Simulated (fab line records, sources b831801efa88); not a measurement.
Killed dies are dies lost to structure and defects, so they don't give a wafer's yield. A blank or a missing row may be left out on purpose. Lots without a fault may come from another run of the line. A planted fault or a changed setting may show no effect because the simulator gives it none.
Chamber matching | flow sky130 | SKY_METAL4_ETCH_17 on rie_diel-03: 3 sister chambers
The step etches SiO2 in C4F8/O2/Ar, stops on TiN, time 3.9 s, target depth 15 nm. 3 wafers are shown with their chamber, then 4 later ones without.

WAFERS WITH THEIR CHAMBER
wafer  | chamber | oes_product_au (a.u.)
L218.2 | 2       | 0.747
L220.5 | 3       | 0.761
L222.5 | 1       | 0.754

WAFERS WITHOUT THEIR CHAMBER
wafer  | oes_product_au (a.u.)
L223.4 | 0.757
L223.6 | 0.758
L225.1 | 0.751
L225.5 | 0.763

WHICH CHAMBER EACH WENT THROUGH
wafer  | from the rows above     | in truth
L223.4 | can't be placed: 1 or 3 | 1
L223.6 | can't be placed: 3 or 1 | 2
L225.1 | can't be placed: 1 or 2 | 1
L225.5 | 3                       | 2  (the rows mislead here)
Placed correctly: 0 of 4. Can't be placed from these rows: 3 (the true chamber is among the candidates in 2). Placed wrongly: 1.
How it was worked out, from the rows above alone: a wafer's distance from a chamber is the root of the sum, over the readings, of the square of ((its reading less the chamber's mean) divided by the reading's scatter). The wafer belongs to the nearest chamber; if the next one is less than 2 further off, it can't be placed. A chamber's mean is the mean of its shown wafers. The scatter: with one shown wafer a chamber, the root of the mean of the squares of how far each hidden wafer lies from its nearest shown one.
